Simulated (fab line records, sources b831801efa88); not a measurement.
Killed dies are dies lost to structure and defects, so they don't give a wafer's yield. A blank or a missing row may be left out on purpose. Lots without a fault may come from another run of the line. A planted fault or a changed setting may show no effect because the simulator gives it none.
Chamber matching | flow sky130 | SKY_LI_CONTACT_CMP_02 on cmp-02: 4 sister chambers
The step polishes PSG. 8 wafers are shown with their chamber, then 7 later ones without.

WAFERS WITH THEIR CHAMBER
wafer  | chamber | motor_current_A (A) | time_to_endpoint_s (s)
L770.4 | 3       | 12.6                | 31.0
L771.6 | 3       | 12.6                | 32.8
L773.4 | 2       | 10.7                | 31.6
L774.1 | 0       | 11.6                | 34.5
L774.2 | 2       | 11.0                | 33.7
L774.4 | 1       | 10.5                | 36.9
L775.2 | 1       | 10.4                | 34.3
L775.4 | 0       | 11.3                | 33.3

WAFERS WITHOUT THEIR CHAMBER
wafer  | motor_current_A (A) | time_to_endpoint_s (s)
L775.5 | 11.0                | 31.2
L777.4 | 12.4                | 30.5
L777.5 | 10.0                | 29.2
L777.6 | 13.1                | 29.8
L778.3 | 10.6                | 33.7
L778.5 | 10.9                | 33.2
L778.6 | 10.5                | 33.4

WHICH CHAMBER EACH WENT THROUGH
wafer  | from the rows above     | in truth
L775.5 | 2                       | 2
L777.4 | 3                       | 3
L777.5 | can't be placed: 1 or 2 | 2
L777.6 | 3                       | 3
L778.3 | can't be placed: 1 or 2 | 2
L778.5 | 2                       | 2
L778.6 | can't be placed: 1 or 2 | 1
Placed correctly: 4 of 7. Can't be placed from these rows: 3 (the true chamber is among the candidates in 3). Placed wrongly: 0.
How it was worked out, from the rows above alone: a wafer's distance from a chamber is the root of the sum, over the readings, of the square of ((its reading less the chamber's mean) divided by the reading's scatter). The wafer belongs to the nearest chamber; if the next one is less than 2 further off, it can't be placed. A chamber's mean is the mean of its shown wafers. The scatter: the root of (the sum of the squares of (reading less its chamber's mean) over the shown wafers, divided by (wafers less chambers)).
